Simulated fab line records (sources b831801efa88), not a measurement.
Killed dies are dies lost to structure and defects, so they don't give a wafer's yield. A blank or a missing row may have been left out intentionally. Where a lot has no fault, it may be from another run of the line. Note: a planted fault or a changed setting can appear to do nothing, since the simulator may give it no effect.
The tool behind it: which one? | flow sky130 | 9 lots, 27 wafers sampled, at 5 steps of a route of 708

## WHAT EACH GAUGE READ, for each wafer
SKY_VT_ADJUST_LVTN_TW_MEAS_10. Usual: VT_ADJUST_LVTN_TW 241.2, standard deviation 1.3.
lot  | measured     | on            | VT_ADJUST_LVTN_TW | flag
L413 | day 7 00:33  | film_metro-02 | 243.0 241.7 242.7 |
L414 | day 7 01:49  | film_metro-02 | 240.8 241.0 242.5 |
L415 | day 7 07:11  | film_metro-04 | 239.7 239.2 240.4 |
L416 | day 7 20:04  | film_metro-03 | 240.4 240.5 241.9 |
L417 | day 8 01:19  | film_metro-03 | 243.1 242.1 243.6 |
L420 | day 8 20:43  | film_metro-03 | 241.9 242.7 243.1 |
L422 | day 9 07:53  | film_metro-04 | 242.4 242.6 242.4 |
L425 | day 10 05:28 | film_metro-02 | 375.7 375.0 374.4 | OFF
L426 | day 10 11:31 | film_metro-04 | 374.1 373.2 373.7 | OFF

SKY_SONOS_TUNNEL_TW_MEAS_12. Usual: SONOS_TUNNEL_TW 197.5, standard deviation 0.85.
lot  | measured     | on            | SONOS_TUNNEL_TW   | flag
L413 | day 11 12:25 | film_metro-04 | 195.9 196.3 196.1 |
L414 | day 11 13:25 | film_metro-04 | 198.1 197.4 196.4 |
L415 | day 11 21:08 | film_metro-04 | 196.4 196.3 196.1 |
L416 | day 12 11:37 | film_metro-02 | 198.3 197.5 198.6 |
L417 | day 12 19:48 | film_metro-04 | 196.6 196.4 196.5 |
L420 | day 13 17:17 | film_metro-03 | 197.1 198.9 197.4 |
L422 | day 14 06:28 | film_metro-03 | 197.4 197.4 196.8 |
L425 | day 15 07:27 | film_metro-02 | 198.7 199.8 198.6 |
L426 | day 15 14:04 | film_metro-03 | 198.1 198.9 197.0 |

SKY_POLY_CUT_OVL_MEAS_09. Usual: POLY_CUT_OVL 0 nm, standard deviation 5.1.
lot  | measured     | on         | POLY_CUT_OVL (nm) | flag
L413 | day 24 02:28 | overlay-02 | -5 4 -1           |
L414 | day 24 08:48 | overlay-01 | -1 9 7            |
L415 | day 24 20:40 | overlay-01 | 1 0 6             |
L416 | day 25 14:57 | overlay-02 | 5 1 11            |
L417 | day 25 23:57 | overlay-01 | 4 3 -1            |
L420 | day 27 00:50 | overlay-02 | 2 4 2             |
L422 | day 27 11:31 | overlay-02 | -11 -11 -16       |
L425 | day 28 11:39 | overlay-01 | 0 0 1             |
L426 | day 28 20:03 | overlay-02 | -8 -5 1           |

SKY_SD_P_OVL_MEAS_08. Usual: SD_P_OVL 0.1 nm, standard deviation 1.2.
lot  | measured     | on         | SD_P_OVL (nm)  | flag
L413 | day 25 08:35 | overlay-01 | -1.6 -2.0 -1.9 |
L414 | day 25 14:47 | overlay-01 | -1.3 0.0 0.7   |
L415 | day 26 02:37 | overlay-02 | 0.9 0.0 0.7    |
L416 | day 26 20:27 | overlay-01 | 0.0 0.0 -2.1   |
L417 | day 27 05:05 | overlay-02 | 0.1 0.4 -0.5   |
L420 | day 28 04:57 | overlay-02 | -1.7 -0.4 0.1  |
L422 | day 28 16:21 | overlay-01 | 0.7 0.0 -0.3   |
L425 | day 29 16:14 | overlay-01 | -0.8 1.8 -0.1  |
L426 | day 29 23:51 | overlay-02 | 0.0 0.4 2.8    |

## TOOL THAT RAN EACH LOT (tool first, then ch and the chambers of the sampled wafers, then the start)
lot  | SKY_VT_ADJUST_LVTN_IMPLANT_08
L413 | implanter-03 ch 0, day 7 00:18
L414 | implanter-03 ch 0, day 7 01:35
L415 | implanter-01 ch 0, day 7 06:58
L416 | implanter-03 ch 0, day 7 19:50
L417 | implanter-04 ch 0, day 8 01:04
L420 | implanter-01 ch 0, day 8 20:28
L422 | implanter-03 ch 0, day 9 07:41
L425 | implanter-04 ch 0, day 10 05:13
L426 | implanter-01 ch 0, day 10 11:17
- SKY_VT_ADJUST_LVTN_IMPLANT_08

## AS READ BY THE TOOLS THEMSELVES (means over the sampled wafers that have a number; for cases with no such wafer, the mark the record gives instead)
SKY_VT_ADJUST_LVTN_IMPLANT_08. Usual: end_station_pressure_torr 4.98e-06 Torr, standard deviation 2.6e-07.
lot  | tool         | end_station_pressure_torr (Torr) | flag
L413 | implanter-03 | 4.83e-06                         |
L414 | implanter-03 | 4.90e-06                         |
L415 | implanter-01 | 4.97e-06                         |
L416 | implanter-03 | 5.00e-06                         |
L417 | implanter-04 | 4.74e-06                         |
L420 | implanter-01 | 4.72e-06                         |
L422 | implanter-03 | 4.93e-06                         |
L425 | implanter-04 | 4.74e-06                         |
L426 | implanter-01 | 5.01e-06                         |

## THE ANSWER, worked out from the rows above alone
Rule: a lot counts as off when the mean over its wafers that have a number is more than 3 standard deviations away from the usual mean. A lot without any number at a reading at which 4 lots or more have one is off too. The other lots that the step has rows for count as sound. Order of review: gauges by route order, followed by the tools' own readings, for which a lot's mean as printed above is used. The first step at which some lot is off is used, and at that step the reading that is off furthest; a lot without a number counts as furthest.
Off: L425, L426, at SKY_VT_ADJUST_LVTN_TW_MEAS_10 (VT_ADJUST_LVTN_TW).
If a tool, at a process step before that reading, ran all the lots that are off and no sound lot after the first of them, it fits. Gauges at SKY_VT_ADJUST_LVTN_TW_MEAS_10: tried the same way as those tools. Of those tried, none fits.

## WHAT HAD BEEN PUT IN BY THE SIMULATOR
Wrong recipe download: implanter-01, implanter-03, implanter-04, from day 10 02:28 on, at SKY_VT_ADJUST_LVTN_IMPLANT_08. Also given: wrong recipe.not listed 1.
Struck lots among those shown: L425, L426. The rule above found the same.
